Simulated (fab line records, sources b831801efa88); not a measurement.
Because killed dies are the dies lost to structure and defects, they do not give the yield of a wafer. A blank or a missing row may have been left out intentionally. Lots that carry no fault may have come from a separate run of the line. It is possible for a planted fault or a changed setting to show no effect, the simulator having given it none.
fab line records	flow gf180mcu	part 1 of 2: steps 1 to 26 of 36
record lots=5	wafers=15	last_day=34
route steps=602 shown MIM@506 M5@526 V5@540
lots that met no fault: from a run of the same line without faults
start_h: start of the lot's first displayed wafer, in hours after the record's first day	wait_h: hours from the lot's prior step to this one	" identical to the entry in the row above	L1.1+2: a single row standing in for several wafers	- no value, or no start was given	* or withheld: withheld	< > ~ a bound
route shown NAME@n: NAME is a module with steps in the file, n the number in the route of the first one	usual: average and standard deviation across the fault-free wafers	same: alike in all rows	chamber/n: place in a boat	sites: readings site by site	_std_site: standard deviation across them	_edge_site: the outer-site mean with the inner-site mean subtracted	radius_mm: how far each site lies from the wafer's centre	mask NAME#n: copy n	behind: tool/chamber where the wafer was last shaped	hold: what put the lot on hold/how long, in hours/how the hold closed	device: the transistor (n, p or np) that didn't switch	end of line: tests run on the same wafers once the route is complete	step lacking rows: just its recipe	killed: at the first sort, the dies lost to defects and structure; wafer yield is something else	map: the dies of a wafer, with x for killed, . for not killed, _ for no die there
set.NAME: the run value of the setting; set.NAME@STEP: its run value at that earlier step	model.NAME: the simulator's own value behind a step, which no gauge read
a table for each step, a row for each wafer; lots at some steps of the route
services: when a tool's chamber went out of use (start_h, in hours from the record's first day, below 0 if earlier), for how many hours, and the reason
## steps
# step GF_MIM_SPUTTER_03
# recipe material=Ti	target_thk_nm=10	substrate_temp_c=300	chamber_pressure_pa=0.3	power_w=3000	time_s=6.7
# usual throttle_valve_pct=29.5/0.92
lot.wafer	tool	chamber	start_h	wait_h	throttle_valve_pct
L079.1	pvd_sputter-02	-	600.02	0.0	28.1
L079.5	"	-	"	"	28.1
L079.6	"	-	"	"	29.2
L081.1	pvd_sputter-02	-	623.44	0.0	29.8
L081.3	"	-	"	"	28.7
L081.5	"	-	"	"	29.8
L083.1	pvd_sputter-03	-	638.22	0.0	30.0
L083.3	"	-	"	"	29.8
L083.5	"	-	"	"	30.0
L088.2	pvd_sputter-03	-	670.28	0.0	29.0
L088.3	"	-	"	"	29.8
L088.5	"	-	"	"	29.8
L096.3	pvd_sputter-04	-	726.29	0.0	29.5
L096.4	"	-	"	"	29.7
L096.5	"	-	"	"	29.4
# step GF_MIM_SPUTTER_04
# recipe material=TiN	target_thk_nm=50	power_w=6500	time_s=41.7	chamber_pressure_pa=0.4
# usual throttle_valve_pct=29.5/0.94
lot.wafer	tool	chamber	start_h	wait_h	throttle_valve_pct
L079.1	pvd_sputter-02	-	600.04	0.0	27.9
L079.5	"	-	"	"	28.2
L079.6	"	-	"	"	28.8
L081.1	pvd_sputter-02	-	623.46	0.0	29.8
L081.3	"	-	"	"	28.5
L081.5	"	-	"	"	29.6
L083.1	pvd_sputter-03	-	638.24	0.0	29.8
L083.3	"	-	"	"	29.5
L083.5	"	-	"	"	29.8
L088.2	pvd_sputter-03	-	670.30	0.0	29.2
L088.3	"	-	"	"	29.9
L088.5	"	-	"	"	29.8
L096.3	pvd_sputter-04	-	726.31	0.0	29.7
L096.4	"	-	"	"	29.1
L096.5	"	-	"	"	29.5
# step GF_MIM_CVD_05
# recipe material=Si3N4	target_thk_nm=42	temp_max_c=400	temp_c=385	time_s=29.086	rf_w=450
# usual heater_power_outer_w=363/51	heater_power_w=630/81
lot.wafer	tool	chamber	start_h	wait_h	heater_power_outer_w	heater_power_w
L079.1	pecvd-02	0	600.08	0.0	317	576
L079.5	"	1	"	"	405	692
L079.6	"	2	"	"	358	643
L081.1	pecvd-04	0	623.50	0.0	347	553
L081.3	"	1	"	"	411	742
L081.5	"	0	"	"	357	544
L083.1	pecvd-03	1	638.28	0.0	238	442
L083.3	"	0	"	"	411	623
L083.5	"	0	"	"	412	653
L088.2	pecvd-03	0	670.34	0.0	336	520
L088.3	"	1	"	"	277	499
L088.5	"	1	"	"	279	485
L096.3	pecvd-02	0	726.35	0.0	377	670
L096.4	"	2	"	"	377	663
L096.5	"	0	"	"	383	640
# step GF_MIM_THK_MEAS_06
# recipe reads=Si3N4_of_MIM_CVD_05
# usual MIM_CVD_05_THK=42.1/0.5
lot.wafer	tool	chamber	start_h	wait_h	MIM_CVD_05_THK[nm]
L079.1	film_metro-03	-	600.11	0.0	41.6
L079.5	"	-	"	"	41.8
L079.6	"	-	"	"	42.3
L081.1	film_metro-03	-	623.53	0.0	42.2
L081.3	"	-	"	"	42.1
L081.5	"	-	"	"	42.5
L083.1	film_metro-04	-	638.31	0.0	41.8
L083.3	"	-	"	"	41.7
L083.5	"	-	"	"	41.9
L088.2	film_metro-03	-	670.38	0.0	42.1
L088.3	"	-	"	"	42.0
L088.5	"	-	"	"	42.4
L096.3	film_metro-01	-	726.40	0.0	41.9
L096.4	"	-	"	"	42.5
L096.5	"	-	"	"	42.9
# step GF_MIM_SPUTTER_07
# recipe material=TiN	target_thk_nm=60	power_w=6500	time_s=50	chamber_pressure_pa=0.4
# usual throttle_valve_pct=29.7/0.84
lot.wafer	tool	chamber	start_h	wait_h	throttle_valve_pct
L079.1	pvd_sputter-03	-	600.17	0.1	30.0
L079.5	"	-	"	"	31.9
L079.6	"	-	"	"	29.9
L081.1	pvd_sputter-03	-	623.59	0.1	29.5
L081.3	"	-	"	"	31.9
L081.5	"	-	"	"	31.8
L083.1	pvd_sputter-02	-	638.37	0.1	28.5
L083.3	"	-	"	"	29.1
L083.5	"	-	"	"	28.2
L088.2	pvd_sputter-04	-	670.43	0.0	29.6
L088.3	"	-	"	"	29.8
L088.5	"	-	"	"	30.2
L096.3	pvd_sputter-02	-	726.44	0.0	29.7
L096.4	"	-	"	"	28.2
L096.5	"	-	"	"	28.7
# step GF_MIM_SPUTTER_08
# recipe material=AlCu	target_thk_nm=200	power_w=10600	time_s=10.6	chamber_pressure_pa=0.4
# usual throttle_valve_pct=29.7/0.86
lot.wafer	tool	chamber	start_h	wait_h	throttle_valve_pct
L079.1	pvd_sputter-03	-	600.22	0.0	29.8
L079.5	"	-	"	"	32.0
L079.6	"	-	"	"	29.8
L081.1	pvd_sputter-03	-	623.63	0.0	29.4
L081.3	"	-	"	"	31.9
L081.5	"	-	"	"	31.9
L083.1	pvd_sputter-02	-	638.41	0.0	28.5
L083.3	"	-	"	"	28.9
L083.5	"	-	"	"	28.3
L088.2	pvd_sputter-04	-	670.47	0.0	29.6
L088.3	"	-	"	"	29.5
L088.5	"	-	"	"	30.3
L096.3	pvd_sputter-02	-	726.49	0.0	29.9
L096.4	"	-	"	"	27.9
L096.5	"	-	"	"	28.8
# step GF_MIM_SPUTTER_09
# recipe material=TiN	target_thk_nm=35	power_w=6500	time_s=29.2	chamber_pressure_pa=0.4
# usual throttle_valve_pct=29.7/0.84
lot.wafer	tool	chamber	start_h	wait_h	throttle_valve_pct
L079.1	pvd_sputter-03	-	600.24	0.0	29.7
L079.5	"	-	"	"	31.9
L079.6	"	-	"	"	29.9
L081.1	pvd_sputter-03	-	623.66	0.0	29.4
L081.3	"	-	"	"	32.0
L081.5	"	-	"	"	32.0
L083.1	pvd_sputter-02	-	638.44	0.0	28.7
L083.3	"	-	"	"	29.0
L083.5	"	-	"	"	28.2
L088.2	pvd_sputter-04	-	670.50	0.0	29.1
L088.3	"	-	"	"	29.7
L088.5	"	-	"	"	30.3
L096.3	pvd_sputter-02	-	726.51	0.0	29.6
L096.4	"	-	"	"	28.1
L096.5	"	-	"	"	28.9
# step GF_MIM_RS_MEAS_10
# recipe thk_meas_gauge=four-point-probe	reads=TiN_of_MIM_SPUTTER_09+AlCu_of_MIM_SPUTTER_08+TiN_of_MIM_SPUTTER_07
# usual MIM_ALCU_RS=0.1596/0.0018
lot.wafer	tool	chamber	start_h	wait_h	MIM_ALCU_RS[ohm/sq]
L079.1	film_metro-04	-	600.27	0.0	0.1597
L079.5	"	-	"	"	0.1616
L079.6	"	-	"	"	0.1585
L081.1	film_metro-03	-	623.69	0.0	0.1586
L081.3	"	-	"	"	0.1611
L081.5	"	-	"	"	0.1612
L083.1	film_metro-03	-	638.47	0.0	0.1631
L083.3	"	-	"	"	0.1629
L083.5	"	-	"	"	0.1603
L088.2	film_metro-01	-	670.55	0.0	0.1578
L088.3	"	-	"	"	0.1590
L088.5	"	-	"	"	0.1588
L096.3	film_metro-04	-	726.58	0.1	0.1564
L096.4	"	-	"	"	0.1575
L096.5	"	-	"	"	0.1576
# step GF_MIM_THK_MEAS_11
# recipe thk_meas_gauge=xrf	reads=AlCu_of_MIM_SPUTTER_08
# usual MIM_ALCU_THK=199.9/2.3
lot.wafer	tool	chamber	start_h	wait_h	MIM_ALCU_THK[nm]
L079.1	film_metro-04	-	600.39	0.1	199.4
L079.5	"	-	"	"	197.4
L079.6	"	-	"	"	202.5
L081.1	film_metro-03	-	623.81	0.1	202.6
L081.3	"	-	"	"	199.5
L081.5	"	-	"	"	199.4
L083.1	film_metro-03	-	638.59	0.1	198.3
L083.3	"	-	"	"	198.8
L083.5	"	-	"	"	201.9
L088.2	film_metro-01	-	670.66	0.1	201.7
L088.3	"	-	"	"	198.9
L088.5	"	-	"	"	199.5
L096.3	film_metro-04	-	726.68	0.1	202.6
L096.4	"	-	"	"	201.6
L096.5	"	-	"	"	200.7
# step GF_MIM_DEHYDRATE_12
# recipe temp_c=200	time_s=60
# usual exhaust_pa=45.2/0.91
lot.wafer	tool	chamber	start_h	wait_h	exhaust_pa
L079.1	litho_track-03	0	610.57	10.2	44.5
L079.5	"	0	"	"	45.5
L079.6	"	0	"	"	44.0
L081.1	litho_track-03	0	633.67	9.9	45.4
L081.3	"	0	"	"	45.3
L081.5	"	0	"	"	45.1
L083.1	litho_track-03	0	647.72	9.1	45.7
L083.3	"	0	"	"	45.7
L083.5	"	0	"	"	45.1
L088.2	litho_track-03	0	679.85	9.2	45.2
L088.3	"	0	"	"	44.7
L088.5	"	0	"	"	43.1
L096.3	litho_track-04	0	734.54	7.8	44.8
L096.4	"	0	"	"	45.0
L096.5	"	0	"	"	45.4
# step GF_MIM_HMDS_13
# recipe prime_time_s=60	prime_temp_c=120
# usual exhaust_pa=45.0/0.9
lot.wafer	tool	chamber	start_h	wait_h	exhaust_pa
L079.1	litho_track-03	0	610.72	0.1	44.0
L079.5	"	0	"	"	43.3
L079.6	"	0	"	"	44.7
L081.1	litho_track-03	0	633.82	0.1	45.4
L081.3	"	0	"	"	45.2
L081.5	"	0	"	"	45.1
L083.1	litho_track-03	0	647.87	0.1	46.1
L083.3	"	0	"	"	44.3
L083.5	"	0	"	"	44.5
L088.2	litho_track-03	0	680.00	0.1	45.7
L088.3	"	0	"	"	45.4
L088.5	"	0	"	"	45.7
L096.3	litho_track-04	0	734.69	0.1	44.4
L096.4	"	0	"	"	44.1
L096.5	"	0	"	"	44.3
# step GF_MIM_COAT_14
# recipe resist=NOVOLAK	spin_rpm=3000	resist_thk_nm=1000
# usual exhaust_pa=45.1/0.89
lot.wafer	tool	chamber	start_h	wait_h	exhaust_pa
L079.1	litho_track-03	0	610.87	0.1	45.9
L079.5	"	0	"	"	44.6
L079.6	"	0	"	"	45.0
L081.1	litho_track-03	0	633.97	0.1	44.7
L081.3	"	0	"	"	45.5
L081.5	"	0	"	"	45.4
L083.1	litho_track-03	0	648.02	0.1	44.9
L083.3	"	0	"	"	44.9
L083.5	"	0	"	"	45.2
L088.2	litho_track-03	0	680.15	0.1	45.2
L088.3	"	0	"	"	43.8
L088.5	"	0	"	"	43.4
L096.3	litho_track-04	0	734.84	0.1	44.6
L096.4	"	0	"	"	46.3
L096.5	"	0	"	"	45.4
# step GF_MIM_SOFTBAKE_15
# recipe temp_c=90	time_s=60	resist=NOVOLAK
# usual exhaust_pa=44.8/0.93
lot.wafer	tool	chamber	start_h	wait_h	exhaust_pa
L079.1	litho_track-03	0	611.02	0.1	45.1
L079.5	"	0	"	"	45.8
L079.6	"	0	"	"	46.2
L081.1	litho_track-03	0	634.12	0.1	43.2
L081.3	"	0	"	"	45.0
L081.5	"	0	"	"	44.3
L083.1	litho_track-03	0	648.17	0.1	43.9
L083.3	"	0	"	"	45.0
L083.5	"	0	"	"	44.8
L088.2	litho_track-03	0	680.30	0.1	43.7
L088.3	"	0	"	"	44.4
L088.5	"	0	"	"	44.2
L096.3	litho_track-04	0	734.99	0.1	45.0
L096.4	"	0	"	"	43.8
L096.5	"	0	"	"	45.3
# step GF_MIM_EXPOSE_16
# recipe mask_id=FuseTop	target_cd_nm=2000	na=0.6	source_shape=conventional	sigma_outer=0.6	dose_mj=140
lot.wafer	tool	chamber	start_h	wait_h	mask
L079.1+5+6	iline_stepper-02	0	-	-	FuseTop#0
L081.1+3+5	iline_stepper-01	0	-	-	FuseTop#0
L083.1+3+5	iline_stepper-01	0	-	-	FuseTop#0
L088.2+3+5	iline_stepper-02	0	-	-	FuseTop#0
L096.3+4+5	iline_stepper-01	0	-	-	FuseTop#0
# step GF_MIM_PEB_17
# recipe temp_c=withheld	time_s=*	resist=NOVOLAK
# usual exhaust_pa=45.0/0.96
lot.wafer	tool	chamber	start_h	wait_h	exhaust_pa
L079.1	litho_track-02	0	-	-	42.6
L079.5	"	0	"	"	43.8
L079.6	"	0	"	"	43.6
L081.1	litho_track-03	0	-	-	45.6
L081.3	"	0	"	"	45.2
L081.5	"	0	"	"	43.6
L083.1	litho_track-03	0	-	-	44.6
L083.3	"	0	"	"	45.1
L083.5	"	0	"	"	44.9
L088.2	litho_track-04	0	-	-	46.0
L088.3	"	0	"	"	46.1
L088.5	"	0	"	"	45.5
L096.3	litho_track-02	0	-	-	46.6
L096.4	"	0	"	"	46.0
L096.5	"	0	"	"	45.5
# step GF_MIM_DEVELOP_18
# recipe develop_time_s=60	dev_temp_c=23
# usual exhaust_pa=45.2/1
lot.wafer	tool	chamber	start_h	wait_h	exhaust_pa
L079.1	litho_track-02	0	621.27	0.1	45.5
L079.5	"	0	"	"	46.0
L079.6	"	0	"	"	44.9
L081.1	litho_track-03	0	643.82	0.1	44.7
L081.3	"	0	"	"	43.7
L081.5	"	0	"	"	44.8
L083.1	litho_track-03	0	657.67	0.1	45.9
L083.3	"	0	"	"	45.6
L083.5	"	0	"	"	44.8
L088.2	litho_track-04	0	688.86	0.1	45.7
L088.3	"	0	"	"	45.6
L088.5	"	0	"	"	46.6
L096.3	litho_track-02	0	743.86	0.1	45.0
L096.4	"	0	"	"	45.6
L096.5	"	0	"	"	45.4
# step GF_MIM_METAL_ETCH_19
# recipe chemistry=Cl2/BCl3	mask_material=NOVOLAK	stop_on=Si3N4	target_depth_nm=324.5	pressure_mtorr=8	icp_w=800	bias_w=140	Cl2_flow_sccm=80	bcl3_flow_sccm=40	time_s=54.1
# usual drypump_motor_current_A=5.60/0.27	oes_product_au=0.943/0.0066	throttle_valve_pct=28.283/0.011
lot.wafer	tool	chamber	start_h	wait_h	drypump_motor_current_A	oes_product_au	rf_hours_counter_h	throttle_valve_pct
L079.1	rie_metal-01	1	621.42	0.1	5.52	0.947	1	28.277
L079.5	"	1	"	"	5.48	0.939	-	28.277
L079.6	"	0	"	"	5.51	0.946	-	28.292
L081.1	rie_metal-01	1	643.97	0.1	5.49	0.940	2	28.272
L081.3	"	1	"	"	5.50	0.937	-	28.286
L081.5	"	1	"	"	5.53	0.939	-	28.298
L083.1	rie_metal-01	0	657.82	0.1	5.50	0.931	0	28.275
L083.3	"	0	"	"	5.51	0.934	-	28.293
L083.5	"	1	"	"	5.55	0.939	-	28.291
L088.2	rie_metal-01	1	688.99	0.1	5.50	0.941	4	28.271
L088.3	"	0	"	"	5.49	0.941	-	28.288
L088.5	"	1	"	"	5.50	0.935	-	28.277
L096.3	rie_metal-03	1	743.99	0.1	5.84	0.952	-	28.270
L096.4	"	0	"	"	5.16	0.946	-	28.274
L096.5	"	0	"	"	5.18	0.947	-	28.272
# step GF_MIM_STRIP_20
# recipe chemistry=O2/N2	power_w=1400	pressure_mtorr=1500	platen_temp_c=250	o2_flow_sccm=3000	n2_flow_sccm=300	overash_fraction=0.5
# usual drypump_motor_current_A=5.29/0.27	heater_power_w=307/30	oes_product_au=0.693/0.0054	strip_time_to_endpoint_s=11.25/0.04
lot.wafer	tool	chamber	start_h	wait_h	drypump_motor_current_A	heater_power_w	oes_product_au	rf_hours_counter_h	strip_time_to_endpoint_s
L079.1	plasma_asher-04	0	621.51	0.1	4.98	356	0.688	19	11.24
L079.5	"	0	"	"	5.00	351	0.691	-	11.27
L079.6	"	1	"	"	5.11	293	0.695	-	11.26
L081.1	plasma_asher-04	1	644.11	0.1	5.09	295	0.697	21	11.23
L081.3	"	1	"	"	5.11	299	0.693	-	11.25
L081.5	"	1	"	"	5.13	292	0.691	-	11.27
L083.1	plasma_asher-02	1	657.89	0.0	5.26	299	0.696	59	11.29
L083.3	"	0	"	"	5.65	268	0.688	-	11.31
L083.5	"	1	"	"	5.31	310	0.703	-	11.30
L088.2	plasma_asher-04	1	689.06	0.0	5.12	297	0.685	25	11.25
L088.3	"	1	"	"	5.11	288	0.689	-	11.26
L088.5	"	0	"	"	4.93	363	0.690	-	11.25
L096.3	plasma_asher-03	1	744.07	0.1	5.50	302	0.697	-	11.27
L096.4	"	0	"	"	5.56	286	0.688	-	11.21
L096.5	"	0	"	"	5.55	293	0.690	-	11.16
# step GF_MIM_STRIP_21
# recipe chemistry=post_etch_residue_remover	time_s=1200	temp_c=72.5
# usual temp_c=72.49/0.14
lot.wafer	tool	chamber	start_h	wait_h	temp_c
L079.1	wet_bench-02	0	621.61	0.1	72.34
L079.5	"	0	"	"	72.49
L079.6	"	0	"	"	72.46
L081.1	wet_bench-01	0	644.21	0.1	72.27
L081.3	"	0	"	"	72.48
L081.5	"	0	"	"	72.36
L083.1	wet_bench-03	3	657.99	0.1	72.50
L083.3	"	3	"	"	72.68
L083.5	"	3	"	"	72.49
L088.2	wet_bench-03	1	689.16	0.1	72.46
L088.3	"	1	"	"	72.53
L088.5	"	1	"	"	72.52
L096.3	wet_bench-03	1	744.13	0.0	72.46
L096.4	"	1	"	"	72.37
L096.5	"	1	"	"	72.35
# step GF_MIM_CLEAN_22
# recipe chemistry=DIW	dry=n2_spin
lot.wafer	tool	chamber	start_h	wait_h
L079.1+5+6	wet_bench-03	0	621.95	0.0
L081.1+3+5	wet_bench-03	1	644.59	0.0
L083.1+3+5	wet_bench-02	1	658.40	0.0
L088.2+3+5	wet_bench-02	1	689.50	0.0
L096.3+4+5	wet_bench-02	2	744.48	0.0
# step GF_M5_DEHYDRATE_00
# recipe temp_c=200	time_s=60
# usual exhaust_pa=45.0/0.8
lot.wafer	tool	chamber	start_h	wait_h	exhaust_pa
L079.1	litho_track-03	0	631.22	9.2	45.5
L079.5	"	0	"	"	45.9
L079.6	"	0	"	"	44.4
L081.1	litho_track-01	0	654.10	9.4	46.6
L081.3	"	0	"	"	45.3
L081.5	"	0	"	"	45.3
L083.1	litho_track-01	0	667.95	9.5	43.7
L083.3	"	0	"	"	45.4
L083.5	"	0	"	"	45.9
L088.2	litho_track-01	0	698.67	9.1	44.7
L088.3	"	0	"	"	43.4
L088.5	"	0	"	"	44.4
L096.3	litho_track-04	0	752.24	7.7	44.8
L096.4	"	0	"	"	44.0
L096.5	"	0	"	"	44.4
# step GF_M5_HMDS_01
# recipe prime_time_s=60	prime_temp_c=120
# usual exhaust_pa=44.8/0.88
lot.wafer	tool	chamber	start_h	wait_h	exhaust_pa
L079.1	litho_track-03	0	631.37	0.1	44.1
L079.5	"	0	"	"	45.1
L079.6	"	0	"	"	45.5
L081.1	litho_track-01	0	654.25	0.1	44.6
L081.3	"	0	"	"	45.1
L081.5	"	0	"	"	45.4
L083.1	litho_track-01	0	668.10	0.1	45.4
L083.3	"	0	"	"	45.0
L083.5	"	0	"	"	45.6
L088.2	litho_track-01	0	698.82	0.1	46.2
L088.3	"	0	"	"	44.1
L088.5	"	0	"	"	45.0
L096.3	litho_track-04	0	752.39	0.1	43.8
L096.4	"	0	"	"	43.8
L096.5	"	0	"	"	44.2
# step GF_M5_COAT_02
# recipe resist=KrF	spin_rpm=withheld	resist_thk_nm=1000
# usual exhaust_pa=45.0/0.86
lot.wafer	tool	chamber	start_h	wait_h	exhaust_pa
L079.1	litho_track-03	0	631.52	0.1	45.5
L079.5	"	0	"	"	44.8
L079.6	"	0	"	"	45.4
L081.1	litho_track-01	0	654.40	0.1	45.3
L081.3	"	0	"	"	42.9
L081.5	"	0	"	"	43.5
L083.1	litho_track-01	0	668.25	0.1	46.1
L083.3	"	0	"	"	44.8
L083.5	"	0	"	"	44.7
L088.2	litho_track-01	0	698.97	0.1	43.7
L088.3	"	0	"	"	44.7
L088.5	"	0	"	"	44.0
L096.3	litho_track-04	0	752.54	0.1	45.3
L096.4	"	0	"	"	45.3
L096.5	"	0	"	"	44.4
# step GF_M5_SOFTBAKE_03
# recipe temp_c=130	time_s=60	resist=KrF
# usual exhaust_pa=45.0/0.88
lot.wafer	tool	chamber	start_h	wait_h	exhaust_pa
L079.1	litho_track-03	0	631.67	0.1	45.7
L079.5	"	0	"	"	45.6
L079.6	"	0	"	"	45.5
L081.1	litho_track-01	0	654.55	0.1	45.4
L081.3	"	0	"	"	43.9
L081.5	"	0	"	"	44.1
L083.1	litho_track-01	0	668.40	0.1	46.5
L083.3	"	0	"	"	46.8
L083.5	"	0	"	"	46.5
L088.2	litho_track-01	0	699.12	0.1	46.3
L088.3	"	0	"	"	46.1
L088.5	"	0	"	"	45.9
L096.3	litho_track-04	0	752.69	0.1	44.2
L096.4	"	0	"	"	45.1
L096.5	"	0	"	"	44.2
# step GF_M5_EXPOSE_04
# recipe mask_id=Metal5	target_cd_nm=280	na=0.68	source_shape=conventional	sigma_outer=0.6	dose_mj=27.62
lot.wafer	tool	chamber	start_h	wait_h	mask
L079.1+5+6	krf_scanner-02	0	-	-	Metal5#0
L081.1+3+5	krf_scanner-02	0	-	-	Metal5#0
L083.1+3+5	krf_scanner-01	0	-	-	Metal5#0
L088.2+3+5	krf_scanner-01	0	-	-	Metal5#0
L096.3+4+5	krf_scanner-02	0	-	-	Metal5#0
# step GF_M5_PEB_05
# recipe peb_temp_c=135	peb_time_s=90	resist=KrF
# usual exhaust_pa=44.9/0.92
lot.wafer	tool	chamber	start_h	wait_h	exhaust_pa
L079.1	litho_track-04	0	-	-	46.2
L079.5	"	0	"	"	46.1
L079.6	"	0	"	"	46.2
L081.1	litho_track-03	0	-	-	43.4
L081.3	"	0	"	"	44.6
L081.5	"	0	"	"	45.5
L083.1	litho_track-03	0	-	-	44.7
L083.3	"	0	"	"	43.0
L083.5	"	0	"	"	43.7
L088.2	litho_track-04	0	-	-	45.1
L088.3	"	0	"	"	45.9
L088.5	"	0	"	"	43.8
L096.3	litho_track-01	0	-	-	45.5
L096.4	"	0	"	"	46.5
L096.5	"	0	"	"	44.8
